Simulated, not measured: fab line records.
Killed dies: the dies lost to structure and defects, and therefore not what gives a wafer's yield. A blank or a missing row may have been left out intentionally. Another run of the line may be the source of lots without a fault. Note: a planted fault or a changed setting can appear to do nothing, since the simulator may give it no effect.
A struck lot beside a sound one :: flow sky130 :: 42 out of 708 route steps
Sound: the wafers L708.1, L708.5, L708.6. Struck: wafers L702.2, L702.5 (left out: L702.6, a lot-mate that was not struck); the cause follows at the end.
Order at every step that has rows: each side's tool, ch and its chambers, its first start. Under that, the readings that differ: sound wafers :: struck wafers :: difference of the means :: sigmas: that difference in standard deviations of wafers without a fault.
alike: same words and numbers on both sides, and readings whose means sit less than 2 such deviations apart. not compared: any withheld reading, any reading some wafer has no value for, any bound like >300 that may hide the same value, and any number with overlapping values for which the record gives no deviation.
A row with sigmas, a row that says differs or no value, or rows on one side alone: a step with any of these is where the two part. When numbers do not overlap yet have no deviation, they are printed without sigmas and do not part them. A reading missing from all wafers of one side parts the sides only when that side holds two or more wafers.

first, 4 steps without rows for these wafers: SKY_PWDE_SOFTBAKE_03; SKY_PWDE_EXPOSE_04 (exposes mask PWDEM, target cd 840 nm); SKY_PWDE_PEB_05; SKY_PWDE_DEVELOP_06 (develop time 60 s).
SKY_PWDE_OVL_MEAS_07:
  struck on overlay-02, day 6 04:30; sound on overlay-01, day 7 12:32
  alike: PWDE_OVL
next, for these wafers, 1 step has no rows: SKY_PWDE_IMPLANT_08.
SKY_PWDE_STRIP_09: strips in O2/N2.
  sound on plasma-asher-04 ch 0,1, day 7 12:43; struck on plasma-asher-04 ch 1, day 6 04:41
  alike: drypump-motor-current-A, o2-flow-sccm, oes-product-au, strip-time-to-endpoint-s
  not compared: rf-hours-counter-h
SKY_PWDE_TW_MEAS_10:
  struck on film-metro-01, day 6 04:47; sound on film-metro-01, day 7 12:49
  alike: PWDE_TW
then, 4 steps without rows for these wafers: SKY_NWELL_DEHYDRATE_03 (time 60 s); SKY_NWELL_HMDS_04 (prime time 60 s); SKY_NWELL_COAT_05 (resist thk 3000 nm); SKY_NWELL_SOFTBAKE_06.
SKY_NWELL_EXPOSE_07: exposes mask NWM, target cd 840 nm.
  sound on iline-stepper-02 ch 0, day 7 23:18; struck on iline-stepper-01 ch 0, day 6 14:19
reading: reticle-temp-C (C)
sound: 22.87 22.90 22.93
struck: 23.07 23.17
difference: +0.22
sigmas: +2
  alike: mask
then, 2 steps without rows for these wafers: SKY_NWELL_PEB_08; SKY_NWELL_DEVELOP_09 (develop time 60 s).
SKY_NWELL_OVL_MEAS_10:
  struck on overlay-01, day 6 22:44; sound on overlay-02, day 8 09:02
  alike: NWELL_00_OVL
then, 3 steps without rows for these wafers: SKY_NWELL_IMPLANT_11; SKY_NWELL_IMPLANT_12; SKY_NWELL_IMPLANT_13.
SKY_NWELL_STRIP_14: strips in O2/N2.
  sound on plasma-asher-03 ch 0,1, day 8 09:31; struck on plasma-asher-02 ch 0,1, day 6 23:13
  alike: drypump-motor-current-A, o2-flow-sccm, oes-product-au, strip-time-to-endpoint-s
  not compared: rf-hours-counter-h
SKY_NWELL_TW_MEAS_15:
  struck on film-metro-04, day 6 23:20; sound on film-metro-02, day 8 09:37
reading: NWELL_TW
sound: 1846 1841 1837
struck: 1777 1779
difference: -63
sigmas: -3
then, 7 steps without rows for these wafers: SKY_NWELL_DEHYDRATE_16 (time 60 s); SKY_NWELL_HMDS_17 (prime time 60 s); SKY_NWELL_COAT_18 (resist thk 3000 nm); SKY_NWELL_SOFTBAKE_19; SKY_NWELL_EXPOSE_20 (exposes mask NWM COMPLEMENT, target cd 840 nm); SKY_NWELL_PEB_21; SKY_NWELL_DEVELOP_22 (develop time 60 s).
SKY_NWELL_OVL_MEAS_23:
  struck on overlay-01, day 7 18:14; sound on overlay-01, day 9 05:48
  alike: NWELL_01_OVL
next, for these wafers, 1 step has no rows: SKY_NWELL_IMPLANT_24.
SKY_NWELL_STRIP_25: strips in O2/N2.
  sound on plasma-asher-03 ch 0,1, day 9 05:59; struck on plasma-asher-02 ch 0,1, day 7 18:25
  alike: drypump-motor-current-A, o2-flow-sccm, oes-product-au, strip-time-to-endpoint-s
  not compared: rf-hours-counter-h
SKY_NWELL_TW_MEAS_26:
  struck on film-metro-01, day 7 18:32; sound on film-metro-04, day 9 06:05
  alike: NWELL_2_TW
then, 1 step without rows for these wafers: SKY_NWELL_CLEAN_27 (cleans in SC1/SC2, time 150 s).
SKY_NWELL_RTA_28: time 30 s.
  sound on rtp-anneal-02 ch 0, day 9 06:12; struck on rtp-anneal-01 ch 0, day 7 18:38
  alike: lamp-power-pct, wafer_temp_C_max
SKY_NWELL_RS_MEAS_29: measures by four-point-probe.
  struck on film-metro-02, day 7 18:45; sound on film-metro-02, day 9 06:18
  alike: NWELL_RS
SKY_NWELL_RS_MEAS_31: measures by four-point-probe.
  struck on film-metro-02, day 7 18:59; sound on film-metro-02, day 9 06:32
  alike: PWDE_RS
then, 5 steps without rows for these wafers: SKY_VT_ADJUST_HVTP_DEHYDRATE_00 (time 60 s); SKY_VT_ADJUST_HVTP_HMDS_01 (prime time 60 s); SKY_VT_ADJUST_HVTP_COAT_02 (resist thk 1140 nm); SKY_VT_ADJUST_HVTP_SOFTBAKE_03 (time 60 s); SKY_VT_ADJUST_HVTP_EXPOSE_04 (exposes mask HVTPM, target cd 380 nm).
-- record jumps: 40 days separate the struck wafers' starts on either side; left off in module VT_ADJUST_HVTP, taken up again in module PAD_OPEN, whose first shown step is the route's number 708 --
SKY_PAD_OPEN_PROBE_99:
  struck on prober-01, day 48 03:36; sound on prober-01, day 49 19:21
reading: model.etest.res-nwell.width-nm (nm)
sound: 836.4 833.2 838.2
struck: 881.9 875
difference: +42.5
sigmas: 

reading: model.etest.res-iso-pwell.width-nm (nm)
sound: 2641 2658 2655
struck: 2620 2623
difference: -30
sigmas: 
  alike: killed_at_M0_to_M3, killed_at_M4_up, killed-at-contacts, killed-at-front-end, killed-at-other, killed-dies, killed-open, killed-short

WHERE THEY PART
Last at SKY_NWELL_TW_MEAS_15 as far as this record goes, first at SKY_NWELL_EXPOSE_07. Later steps at which nothing parts them and some readings are alike: SKY_NWELL_OVL_MEAS_23, SKY_NWELL_STRIP_25, SKY_NWELL_TW_MEAS_26, SKY_NWELL_RTA_28, SKY_NWELL_RS_MEAS_29, SKY_NWELL_RS_MEAS_31, SKY_PAD_OPEN_PROBE_99.

WHY: the cause the simulator had injected
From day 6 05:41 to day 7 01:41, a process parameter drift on iline-stepper-01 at SKY_NWELL_EXPOSE_07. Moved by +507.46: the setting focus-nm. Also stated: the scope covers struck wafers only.
